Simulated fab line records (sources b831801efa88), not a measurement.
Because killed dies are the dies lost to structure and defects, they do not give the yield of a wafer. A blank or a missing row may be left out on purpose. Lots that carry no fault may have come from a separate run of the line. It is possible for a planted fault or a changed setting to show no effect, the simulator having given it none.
Struck lot and sound lot, side by side ; flow sky130 ; 15 out of 708 route steps
Sound: these wafers, L213.1, L213.3, L213.4. Wafers L227.1, L227.3, L227.6 were the ones struck. The cause is given at the end.
Each step with rows lists, per side, the tool, then ch with its chambers, then its first start. Under that, the readings that differ: sound wafers ; struck wafers ; difference of the means ; sigmas: that difference in standard deviations of wafers without a fault.
alike: readings with means less than 2 such deviations apart, plus words and numbers identical on both sides. not compared: withheld readings, readings lacking a value on some wafer, bounds such as >300 that could conceal the same value, and numbers that have no deviation in the record and whose values overlap.
Wherever a step has rows on one side only, a row that says differs or no value, or a row with sigmas, the two part there. Non-overlapping numbers with no deviation appear without sigmas and do not part them. A reading missing from all wafers of one side parts the sides only when that side holds two or more wafers.

first, 4 steps without rows for these wafers: SKY_LI_CONTACT_SOFTBAKE_08 (time 90 s); SKY_LI_CONTACT_EXPOSE_09 (exposes mask LICM1, target cd 170 nm); SKY_LI_CONTACT_PEB_10; SKY_LI_CONTACT_DEVELOP_11 (develop time 60 s).
SKY_LI_CONTACT_CD_MEAS_12 targets a cd of 170 nm.
  sound: cd-sem-01 at day 31 00:23; struck: cd-sem-01 at day 35 09:19
  alike: cd-nm
SKY_LI_CONTACT_OVL_MEAS_13:
  sound: overlay-01 at day 31 00:31; struck: overlay-01 at day 35 09:26
  alike: LI_CONTACT_OVL
SKY_LI_CONTACT_ETCH_14: etches BARC in N2/H2, stops on SiO2, time 45.9 s, target depth 60 nm.
  sound on rie-diel-02 ch 0,2,3, day 31 00:33; struck on rie-diel-04 ch 1,2,3, day 35 09:28
  alike: drypump-motor-current-A, oes-product-au, throttle-valve-pct
  not compared: rf-hours-counter-h
SKY_LI_CONTACT_ETCH_15: etches PSG in C4F8/O2/Ar, stops on Si, target depth 600 nm.
  sound on rie-diel-02 ch 0,2,3, day 31 00:35; struck on rie-diel-04 ch 1,2,3, day 35 09:31
  alike: oes-product-au
SKY_LI_CONTACT_STRIP_16: strips in O2/N2.
  sound on plasma-asher-02 ch 0,1, day 31 00:41; struck on plasma-asher-04 ch 1, day 35 09:36
  alike: drypump-motor-current-A, oes-product-au, strip-time-to-endpoint-s
  not compared: rf-hours-counter-h
then, 2 steps without rows for these wafers: SKY_LI_CONTACT_CLEAN_17 (cleans in NMP, time 600 s); SKY_LI_CONTACT_PRE_CLEAN_18 (time 5.6 s).
SKY_LI_CONTACT_SPUTTER_19: material Ti, target thk 20 nm, time 106.37 s.
  sound: pvd-sputter-01 at day 31 01:09; struck: pvd-sputter-02 at day 35 09:53
  alike: throttle-valve-pct
SKY_LI_CONTACT_SPUTTER_20: material TiN, target thk 20 nm, time 80 s.
  sound: pvd-sputter-01 at day 31 01:13; struck: pvd-sputter-02 at day 35 09:58
reading;sound;struck;difference;sigmas
model.TiN_of_LI_CONTACT_SPUTTER_20.thk-nm (nm);20.57 20.09 20.3;28.78 29.16 28.84;+8.61;
  alike: throttle-valve-pct
SKY_LI_CONTACT_CVD_21: deposits W, target thk 400 nm, time 120.56 s.
  sound on cvd-w-02 ch 0, day 31 01:17; struck on cvd-w-01 ch 0,1, day 35 10:02
  alike: heater-power-w
-- here the record skips 15 days between the struck wafers' starts before and after, leaving off in module LI_CONTACT and picking up in module PAD_OPEN (first step shown: number 708 of the route) --
SKY_PAD_OPEN_PROBE_99:
  sound: prober-02 at day 47 14:44; struck: prober-01 at day 50 07:59
  alike: killed_at_M0_to_M3, killed_at_M4_up, killed-at-contacts, killed-at-front-end, killed-at-other, killed-dies, killed-open, killed-short

## WHERE THEY PART
Nowhere in this record.

WHY: what the simulator had put in
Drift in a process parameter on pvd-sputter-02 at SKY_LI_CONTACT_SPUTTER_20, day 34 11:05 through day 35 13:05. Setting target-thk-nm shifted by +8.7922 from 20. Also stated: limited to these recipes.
